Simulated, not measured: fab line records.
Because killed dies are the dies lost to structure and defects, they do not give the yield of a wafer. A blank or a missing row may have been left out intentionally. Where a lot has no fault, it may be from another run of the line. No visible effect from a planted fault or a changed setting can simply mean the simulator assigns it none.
One fault through the eyes of 2 desks :: flow sky130 :: every desk sees just its own numbers, and what lay behind them comes last

== METROLOGY DESK ==
What the gauges read, lot by lot, whatever tool the lot ran on: means of the sampled wafers that have a number. A lot is out of limits, marked OUT, if its mean lies more than 4 standard deviations from the usual mean; the brackets give that distance.
Columns: A = SPACER_CVD_00_THK at SKY_SPACER_THK_MEAS_01, usual 43.2 nm; B = CONTACT_CVD_00_THK at SKY_CONTACT_THK_MEAS_01, usual 74.8 nm
lot: L139
first seen here: day 23 01:38
A: 43.9
B: 74.0

lot: L141
first seen here: day 24 00:28
A: 43.7
B: 75.1

lot: L143
first seen here: day 24 13:50
A: 43.4
B: 74.0

lot: L144
first seen here: day 25 04:52
A: 43.2
B: 75.2

lot: L146
first seen here: day 25 15:43
A: 43.6
B: 65.7 (-11) OUT

lot: L151
first seen here: day 27 07:06
A: 43.2
B: 66.6 (-9.9) OUT

lot: L157
first seen here: day 29 14:04
A: 43.8
B: 75.2

lot: L159
first seen here: day 29 19:50
A: 42.7
B: 74.8

lot: L160
first seen here: day 30 09:31
A: 43.0
B: 74.9

lot: L161
first seen here: day 30 15:52
A: 42.8
B: 75.2

lot: L162
first seen here: day 30 22:02
A: 42.7
B: 74.2
This desk finds L146, L151 out of limits, with the earliest case on L146 at day 32 21:45 (CONTACT_CVD_00_THK at SKY_CONTACT_THK_MEAS_01). Within limits: L139, L141, L143, L144, L157, L159, L160, L161, L162.

== THE TOOL OWNER'S DESK: pecvd-02 ==
The tool's own readings at SKY_CONTACT_CVD_00 (deposits Si3N4, target thk 75 nm): means of the sampled wafers that have a number, for each lot that ran on this tool. A lot is out of limits, marked OUT, if its mean lies more than 4 standard deviations from the usual mean; the brackets give that distance.
Columns: A = heater power outer w at SKY_CONTACT_CVD_00, usual 453 W; B = heater power w at SKY_CONTACT_CVD_00, usual 749 W; C = rf fwd power W at SKY_CONTACT_CVD_00, usual 443.6 W
lot: L139
first seen here: day 30 11:01
A: 374
B: 668
C: 440.5

lot: L143
first seen here: day 31 20:44
A: 387
B: 673
C: 441.7

lot: L144
first seen here: day 32 11:20
A: 375
B: 672
C: 443.2

lot: L146
first seen here: day 32 21:43
A: 355
B: 636
C: 437.9

lot: L151
first seen here: day 34 08:29
A: 354
B: 631
C: 441.5
This desk's finding: nothing out of limits on any of the 5 lots.

== ALL TOGETHER ==
On L146, L151, the metrology desk was in a position to raise an alarm at day 32 21:45.
Nothing out of limits was seen by the tool owner's desk.
The tool owner's desk has L146, L151 on record, within its limits.
SKY_CONTACT_CVD_00 was run on pecvd-02 by each of the lots named.

== WHAT THE SIMULATOR HAD PUT IN ==
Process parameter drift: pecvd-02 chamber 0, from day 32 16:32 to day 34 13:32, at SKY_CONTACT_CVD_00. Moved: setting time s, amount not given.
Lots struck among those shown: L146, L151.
Time in hours between the start of the fault and the first out-of-limits reading at each desk: metrology desk, 5.
